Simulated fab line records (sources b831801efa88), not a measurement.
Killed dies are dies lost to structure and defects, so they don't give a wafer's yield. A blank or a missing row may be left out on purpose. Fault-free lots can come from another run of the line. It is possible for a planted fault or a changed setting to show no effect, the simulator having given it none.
Chamber matching || flow sky130 || cmp-02 running SKY_VIA1_CMP_24: 4 sister chambers
The step polishes, stops on SiO2, t overpolish 15 s, target thk 0 nm. 4 wafers are shown with their chamber, then 8 later ones without.

== WAFERS PAIRED WITH THEIR CHAMBERS ==
{"wafer": "L427.1", "chamber": 0, "motor_current_A (A)": 10.2}
{"wafer": "L427.4", "chamber": 2, "motor_current_A (A)": 11.0}
{"wafer": "L427.6", "chamber": 1, "motor_current_A (A)": 11.4}
{"wafer": "L430.2", "chamber": 3, "motor_current_A (A)": 10.5}

== WAFERS WITH NO CHAMBER GIVEN ==
{"wafer": "L430.5", "motor_current_A (A)": 10.1}
{"wafer": "L430.6", "motor_current_A (A)": 10.6}
{"wafer": "L431.1", "motor_current_A (A)": 11.3}
{"wafer": "L431.4", "motor_current_A (A)": 11.0}
{"wafer": "L431.6", "motor_current_A (A)": 10.6}
{"wafer": "L433.2", "motor_current_A (A)": 11.0}
{"wafer": "L433.4", "motor_current_A (A)": 10.8}
{"wafer": "L433.5", "motor_current_A (A)": 11.2}

== WHICH CHAMBER EACH WENT THROUGH ==
{"wafer": "L430.5", "from the rows above": 0, "in truth": 0}
{"wafer": "L430.6", "from the rows above": 3, "in truth": 3}
{"wafer": "L431.1", "from the rows above": "can't be placed: 1 or 2", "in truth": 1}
{"wafer": "L431.4", "from the rows above": 2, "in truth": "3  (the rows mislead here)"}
{"wafer": "L431.6", "from the rows above": 3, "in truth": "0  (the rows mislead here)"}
{"wafer": "L433.2", "from the rows above": 2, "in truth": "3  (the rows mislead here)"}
{"wafer": "L433.4", "from the rows above": "can't be placed: 2 or 3", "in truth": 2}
{"wafer": "L433.5", "from the rows above": "can't be placed: 2 or 1", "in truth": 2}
Correct placement for 2 of the 8. Can't be placed from these rows: 3 (the true chamber is among the candidates in 3). Placed wrongly: 3.
How it was worked out, from the rows above alone: a wafer's distance from a chamber is the root of the sum, over the readings, of the square of ((its reading less the chamber's mean) divided by the reading's scatter). The wafer belongs to the nearest chamber; if the next one is less than 2 further off, it can't be placed. The mean given for a chamber averages the wafers shown for that chamber. The scatter (one wafer shown for each chamber): square how far every hidden wafer sits from the nearest shown wafer, average those squares and take the square root.
